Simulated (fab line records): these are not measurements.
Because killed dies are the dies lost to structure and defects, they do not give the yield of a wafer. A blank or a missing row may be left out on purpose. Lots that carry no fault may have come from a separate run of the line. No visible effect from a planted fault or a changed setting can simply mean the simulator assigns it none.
What tool caused it? || flow sky130 || 7 lots, 21 wafers sampled, at 2 steps of a route of 708

== WHAT THE GAUGES SHOWED, per wafer ==
SKY_SD_P_CD_MEAS_07: the cd target is 380 nm.
{"lot": "L794", "measured": "day 25 15:02", "on": "cdSem-02", "cdNm (nm)": "377.9 377.6 378.4"}
{"lot": "L796", "measured": "day 26 07:55", "on": "cdSem-02", "cdNm (nm)": "383.5 386.2 382.7"}
{"lot": "L798", "measured": "day 27 05:53", "on": "cdSem-02", "cdNm (nm)": "381.7 381.0 383.5"}
{"lot": "L806", "measured": "day 30 02:56", "on": "cdSem-01", "cdNm (nm)": "382.0 385.1 380.8"}
{"lot": "L810", "measured": "day 31 21:41", "on": "cdSem-01", "cdNm (nm)": "382.9 380.5 383.8"}
{"lot": "L814", "measured": "day 32 15:22", "on": "cdSem-02", "cdNm (nm)": "379.6 380.2 379.3"}
{"lot": "L816", "measured": "day 33 03:38", "on": "cdSem-01", "cdNm (nm)": "380.6 375.2 377.8"}

== TOOL THAT RAN EACH LOT (tool first, then ch and the chambers of the sampled wafers, then the start) ==
{"lot": "L794", "SKY_LDD_N_IMPLANT_15": "implanter-03 ch 0, day 17 22:33"}
{"lot": "L796", "SKY_LDD_N_IMPLANT_15": "implanter-03 ch 0, day 18 15:43"}
{"lot": "L798", "SKY_LDD_N_IMPLANT_15": "implanter-03 ch 0, day 19 14:28"}
{"lot": "L806", "SKY_LDD_N_IMPLANT_15": "implanter-01 ch 0, day 22 17:58"}
{"lot": "L810", "SKY_LDD_N_IMPLANT_15": "implanter-02 ch 0, day 24 14:55"}
{"lot": "L814", "SKY_LDD_N_IMPLANT_15": "implanter-01 ch 0, day 25 07:44"}
{"lot": "L816", "SKY_LDD_N_IMPLANT_15": "implanter-02 ch 0, day 26 00:17"}
- SKY_LDD_N_IMPLANT_15

== THE ANSWER, worked out from the rows above alone ==
Rule: usual is defined by the lots themselves. The widest of any qualifying gaps counts: lots, ordered by their means at a reading, are off when they make up no more than a third of the lots, leave a main group of 4 or more, and stand apart from it by 3 or more times the standard deviation of that group's means. If all means in a main group match to the digits the tables above print for the reading, that group is not used. A lot without any number at a reading at which 4 lots or more have one is off too. Any other lot the step has rows for is counted as sound.
Across all readings shown, no lot is off: no conclusion can be drawn from this.

== WHAT HAD BEEN PUT IN BY THE SIMULATOR ==
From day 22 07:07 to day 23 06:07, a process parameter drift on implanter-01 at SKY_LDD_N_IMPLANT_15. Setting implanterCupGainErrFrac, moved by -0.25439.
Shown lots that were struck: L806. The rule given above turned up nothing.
